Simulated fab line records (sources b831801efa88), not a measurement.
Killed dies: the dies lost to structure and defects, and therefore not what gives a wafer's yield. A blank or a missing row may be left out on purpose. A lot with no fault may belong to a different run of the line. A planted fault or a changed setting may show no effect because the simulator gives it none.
A single fault, viewed from 2 desks	flow gf180mcu	each desk has only its own numbers; what lay behind them comes last

== FROM THE METROLOGY DESK ==
Lot by lot, what the gauges showed, no matter which tool ran the lot: averages of those sampled wafers that carry a number. If a lot's mean is further than 4 standard deviations from the usual mean, the lot is out of limits and carries the mark OUT (the distance appears in the brackets).
Columns: A = HV_LDD_02_OVL at GF_HV_LDD_OVL_MEAS_32, usual 1.9 nm; B = cd_nm at GF_HV_LDD_CD_MEAS_46, usual 399.1 nm; C = cd_nm at GF_SAB_CD_MEAS_09, usual 420.3 nm
lot	first seen here	A	B	C
L770	day 11 15:11	1.3	402.8	421.1
L771	day 11 18:26	2.2	396.0	417.4
L773	day 12 10:41	3.2	404.1	422.5
L774	day 12 15:59	1.8	400.1	414.8
L775	day 13 00:41	1.9	400.2	420.6
L777	day 13 18:08	1.6	395.8	420.9
L778	day 14 01:35	2.4	403.1	418.2
L779	day 14 12:47	-0.2	395.2	422.1
L781	day 14 19:37	1.3	397.3	422.1
L785	day 16 13:23	3.2	398.9	412.8
L786	day 16 14:11	2.8	399.8	412.4
L787	day 17 11:20	1.4	397.1	419.0
L791	day 18 15:59	2.2	396.3	419.2
L792	day 19 05:11	0.4	403.5	423.3
This desk found nothing out of limits on any of the 14 lots.

== DESK OF THE TOOL OWNER: litho_track-01 ==
The tool's own readings at GF_SAB_DEVELOP_08 (develop time 60 s): means of the sampled wafers that have a number, for each lot that ran on this tool. If a lot's mean is further than 4 standard deviations from the usual mean, the lot is out of limits and carries the mark OUT (the distance appears in the brackets).
Columns: A = developer_temp_C at GF_SAB_DEVELOP_08, usual 22.99 C; B = resist_line_temp_C at GF_SAB_DEVELOP_08, usual 22.98 C
lot	first seen here	A	B
L773	day 16 03:42	22.97	22.95
L775	day 16 19:01	22.88	22.97
L777	day 17 13:55	23.10	22.99
L781	day 18 18:53	23.01	23.08
L785	day 20 16:29	20.77 (-24) OUT	22.88
L786	day 20 19:19	20.68 (-25) OUT	22.85
Finding of this desk: L785, L786 out of limits; the first was L785 at day 20 16:29, on developer_temp_C at GF_SAB_DEVELOP_08. Within limits: L773, L775, L777, L781.

== BROUGHT TOGETHER ==
At day 20 16:29, on L785, L786, the tool owner's desk was in a position to raise an alarm.
The metrology desk saw nothing out of limits.
The metrology desk holds a record of L785, L786, inside its limits.
Of the lots named, all ran GF_SAB_DEVELOP_08 on litho_track-01.

== WHAT HAD BEEN PUT IN BY THE SIMULATOR ==
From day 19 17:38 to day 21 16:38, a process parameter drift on litho_track-01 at GF_SAB_DEVELOP_08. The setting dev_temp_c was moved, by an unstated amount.
Shown lots that were struck: L785, L786.
Each desk's first reading out of limits, in hours after the fault started: the tool owner's desk, 23.
